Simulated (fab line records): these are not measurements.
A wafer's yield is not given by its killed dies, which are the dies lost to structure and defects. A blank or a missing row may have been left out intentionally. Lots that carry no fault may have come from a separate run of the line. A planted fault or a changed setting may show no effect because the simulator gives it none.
Matching of chambers	flow gf180mcu	GF_POLY_GATE_ETCH_12 on rie-diel-03: 4 sister chambers
The step etches BARC in N2/H2. 4 wafers are shown with their chamber, then 7 later ones without.

## EACH WAFER AND ITS CHAMBER
wafer	chamber	drypump-motor-current-A (A)
L916.6	3	6.6
L920.2	0	6.5
L921.3	1	4.6
L921.4	2	5.1

## WAFERS MISSING THEIR CHAMBER
wafer	drypump-motor-current-A (A)
L921.6	4.6
L926.4	6.5
L926.5	5.1
L926.6	4.6
L928.2	6.7
L928.3	6.5
L928.5	4.6

## WHICH CHAMBER EACH WENT THROUGH
wafer	from the rows above	in truth
L921.6	1	1
L926.4	0	0
L926.5	2	2
L926.6	1	1
L928.2	3	3
L928.3	0	0
L928.5	1	1
Correct placement for 7 of the 7. Can't be placed from these rows: 0. 0 placed wrongly.
How it was worked out, from the rows above alone: a wafer's distance from a chamber is the root of the sum, over the readings, of the square of ((its reading less the chamber's mean) divided by the reading's scatter). The wafer belongs to the nearest chamber; if the next one is less than 2 further off, it can't be placed. A chamber's mean is the mean of its shown wafers. The scatter: with one shown wafer a chamber, the root of the mean of the squares of how far each hidden wafer lies from its nearest shown one.
